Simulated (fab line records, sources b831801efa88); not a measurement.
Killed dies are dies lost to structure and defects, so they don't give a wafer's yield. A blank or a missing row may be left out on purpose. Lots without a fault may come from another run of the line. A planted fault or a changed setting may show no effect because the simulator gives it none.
Which tool did it? | flow sky130 | 10 lots, 29 wafers sampled, at 5 steps of a route of 708

WHAT THE GAUGES READ, wafer by wafer
SKY_CONTACT_THK_MEAS_26: measures by xrf.
lot  | measured     | on            | CONTACT_W_THK (nm)
L984 | day 30 20:42 | film_metro-04 | 337 340 343
L990 | day 33 01:34 | film_metro-03 | 340 337
L992 | day 34 00:46 | film_metro-04 | 335 344 342
L996 | day 35 03:00 | film_metro-03 | 353 346 347
L998 | day 37 12:05 | film_metro-04 | 343 343 341
L100 | day 37 20:57 | film_metro-03 | 347 342 346
L101 | day 37 21:58 | film_metro-02 | 347 351 353
L103 | day 38 10:33 | film_metro-02 | 354 351 352
L105 | day 38 23:21 | film_metro-04 | 340 339 339
L106 | day 39 13:40 | film_metro-04 | 343 345 343

SKY_METAL1_RS_MEAS_05: measures by four-point-probe.
lot  | measured     | on            | METAL1_ALCU_RS (ohm/sq)
L984 | day 30 21:13 | film_metro-01 | 0.1260 0.1259 0.1268
L990 | day 33 02:06 | film_metro-04 | 0.1265 0.1066 0.1262 0.1065
L992 | day 34 01:16 | film_metro-01 | 0.1290 0.1274 0.1075 0.1290 0.1270 0.1074
L996 | day 35 03:30 | film_metro-04 | 0.1254 0.1256 0.1241
L998 | day 37 12:36 | film_metro-02 | 0.1275 0.1290 0.1279
L100 | day 37 21:27 | film_metro-04 | 0.1267 0.1262 0.1266
L101 | day 37 22:28 | film_metro-04 | 0.1268 0.1262 0.1268
L103 | day 38 11:03 | film_metro-02 | 0.1258 0.1280 0.1276
L105 | day 38 23:51 | film_metro-04 | 0.1289 0.1271 0.1278
L106 | day 39 14:11 | film_metro-02 | 0.1273 0.1265 0.1277

SKY_METAL1_THK_MEAS_06: measures by xrf.
lot  | measured     | on            | METAL1_ALCU_THK (nm)
L984 | day 30 21:19 | film_metro-01 | 247 246 247
L990 | day 33 03:26 | film_metro-04 | 248 291 248 290
L992 | day 34 04:32 | film_metro-01 | 241 245 285 240 243 288
L996 | day 35 03:37 | film_metro-04 | 249 251 253
L998 | day 37 12:42 | film_metro-02 | 243 239 240
L100 | day 37 21:34 | film_metro-04 | 246 248 246
L101 | day 37 22:35 | film_metro-04 | 246 247 245
L103 | day 38 11:10 | film_metro-02 | 246 243 243
L105 | day 38 23:58 | film_metro-04 | 243 248 243
L106 | day 39 14:17 | film_metro-02 | 245 246 243

WHICH TOOL RAN EACH LOT (tool, then ch and the chambers of the sampled wafers, then the start)
lot  | SKY_CONTACT_STRIP_19                 | SKY_METAL1_SPUTTER_02
L984 | plasma_asher-02 ch 0,1, day 30 19:46 | pvd_sputter-02, day 30 21:06
L990 | plasma_asher-02 ch 0,1, day 33 00:38 | pvd_sputter-02, day 33 01:56
L992 | plasma_asher-02 ch 0,1, day 33 23:31 | pvd_sputter-02, day 34 01:10
L996 | plasma_asher-02 ch 0,1, day 35 02:07 | pvd_sputter-01, day 35 03:25
L998 | plasma_asher-03 ch 0,1, day 37 11:10 | pvd_sputter-04, day 37 12:28
L100 | plasma_asher-04 ch 0,1, day 37 19:58 | pvd_sputter-02, day 37 21:22
L101 | plasma_asher-03 ch 0,1, day 37 21:02 | pvd_sputter-04, day 37 22:23
L103 | plasma_asher-02 ch 0,1, day 38 09:40 | pvd_sputter-04, day 38 10:58
L105 | plasma_asher-02 ch 0,1, day 38 22:26 | pvd_sputter-02, day 38 23:46
L106 | plasma_asher-02 ch 0,1, day 39 12:46 | pvd_sputter-04, day 39 14:03
- SKY_CONTACT_STRIP_19: strips in O2/N2.
- SKY_METAL1_SPUTTER_02: material AlCu, target thk 250 nm, time 13.3 s.

WHAT THE TOOLS THEMSELVES READ (means of the sampled wafers that have a number; where no wafer has one, the mark that the record gives instead)
SKY_CONTACT_STRIP_19.
lot  | tool            | chamber_pressure_mTorr (mTorr) | drypump_motor_current_A (A) | n2_flow_sccm (sccm) | oes_product_au (a.u.) | strip_time_to_endpoint_s (s)
L984 | plasma_asher-02 | 1499.3                         | 6.05                        | 299.4               | 0.382                 | 3.687
L990 | plasma_asher-02 | 1499.9                         | 6.03                        | 300.8               | 0.379                 | 3.652
L992 | plasma_asher-02 | 1499.9                         | 6.04                        | 299.7               | 0.382                 | 3.623
L996 | plasma_asher-02 | 1499.2                         | 6.02                        | 299.8               | 0.378                 | 3.605
L998 | plasma_asher-03 | 1499.5                         | 5.44                        | 299.0               | 0.377                 | 3.619
L100 | plasma_asher-04 | 1500.8                         | 5.76                        | 300.0               | 0.385                 | 3.609
L101 | plasma_asher-03 | 1501.2                         | 5.43                        | 299.4               | 0.381                 | 3.612
L103 | plasma_asher-02 | 1500.1                         | 6.02                        | 300.7               | 0.381                 | 3.629
L105 | plasma_asher-02 | 1499.1                         | 6.05                        | 300.6               | 0.384                 | 3.604
L106 | plasma_asher-02 | 1500.0                         | 6.05                        | 300.0               | 0.379                 | 3.617

SKY_METAL1_SPUTTER_02.
lot  | tool           | throttle_valve_pct (%)
L984 | pvd_sputter-02 | 28.9
L990 | pvd_sputter-02 | 29.5
L992 | pvd_sputter-02 | 29.8
L996 | pvd_sputter-01 | 30.4
L998 | pvd_sputter-04 | 30.5
L100 | pvd_sputter-02 | 29.9
L101 | pvd_sputter-04 | 30.6
L103 | pvd_sputter-04 | 30.4
L105 | pvd_sputter-02 | 30.4
L106 | pvd_sputter-04 | 29.3

THE ANSWER, worked out from the rows above alone
Rule: what is usual is taken from the lots themselves. Put in order of their means at a reading, lots are off if they are a third of the lots or fewer, leave a main group of 4 or more, and stand apart from it by a gap of 3 or more times the standard deviation of the main group's means; of several such gaps the widest counts. A main group whose means are all the same, to the digits that the tables above print for the reading, isn't used. A lot without any number at a reading at which 4 lots or more have one is off too. The other lots that the step has rows for count as sound. The gauges are gone through in route order, then the tools' own readings, and for those a lot's mean is taken as printed above. The first step at which some lot is off is used, and at that step the reading that is off furthest; a lot without a number counts as furthest.
Off: L990, L992, at SKY_METAL1_RS_MEAS_05 (METAL1_ALCU_RS). The main group: mean 0.1268 ohm/sq, standard deviation 0.00093.
A tool fits if, at a process step before that reading, it ran every lot that is off, and no sound lot after the first of them. The gauges at SKY_METAL1_RS_MEAS_05 are tried like those tools. None of those tried fits.

WHAT THE SIMULATOR HAD PUT IN
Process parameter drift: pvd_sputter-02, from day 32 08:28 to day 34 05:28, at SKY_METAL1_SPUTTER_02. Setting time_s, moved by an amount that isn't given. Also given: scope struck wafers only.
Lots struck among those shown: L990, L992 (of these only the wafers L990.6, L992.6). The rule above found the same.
